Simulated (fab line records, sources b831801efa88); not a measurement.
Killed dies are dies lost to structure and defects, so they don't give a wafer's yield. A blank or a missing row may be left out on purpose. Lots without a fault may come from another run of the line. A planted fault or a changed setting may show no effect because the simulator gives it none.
Chamber matching | flow sfq_line | SFQ_TRILAYER_I4_VIA_BARC_OPEN_VIA_ETCH_146 on rie_diel-02: 4 sister chambers
The step etches BARC in O2, target depth 125 nm, time 41.7 s. 8 wafers are shown with their chamber, then 7 later ones without.

WAFERS WITH THEIR CHAMBER
wafer  | chamber | oes_product_au (a.u.)
L171.2 | 2       | 0.687
L174.2 | 1       | 0.692
L174.3 | 3       | 0.677
L175.1 | 2       | 0.693
L175.5 | 0       | 0.681
L175.6 | 1       | 0.682
L177.2 | 3       | 0.683
L177.5 | 0       | 0.680

WAFERS WITHOUT THEIR CHAMBER
wafer  | oes_product_au (a.u.)
L177.6 | 0.681
L179.3 | 0.686
L179.4 | 0.689
L179.6 | 0.676
L184.2 | 0.695
L184.4 | 0.690
L184.6 | 0.684

WHICH CHAMBER EACH WENT THROUGH
wafer  | from the rows above               | in truth
L177.6 | can't be placed: 0 or 3 or 1 or 2 | 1
L179.3 | can't be placed: 1 or 2 or 0 or 3 | 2
L179.4 | can't be placed: 2 or 1 or 0 or 3 | 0
L179.6 | can't be placed: 3 or 0 or 1      | 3
L184.2 | can't be placed: 2 or 1           | 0
L184.4 | can't be placed: 2 or 1           | 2
L184.6 | can't be placed: 1 or 0 or 3 or 2 | 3
Placed correctly: 0 of 7. Can't be placed from these rows: 7 (the true chamber is among the candidates in 6). Placed wrongly: 0.
How it was worked out, from the rows above alone: a wafer's distance from a chamber is the root of the sum, over the readings, of the square of ((its reading less the chamber's mean) divided by the reading's scatter). The wafer belongs to the nearest chamber; if the next one is less than 2 further off, it can't be placed. A chamber's mean is the mean of its shown wafers. The scatter: the root of (the sum of the squares of (reading less its chamber's mean) over the shown wafers, divided by (wafers less chambers)).
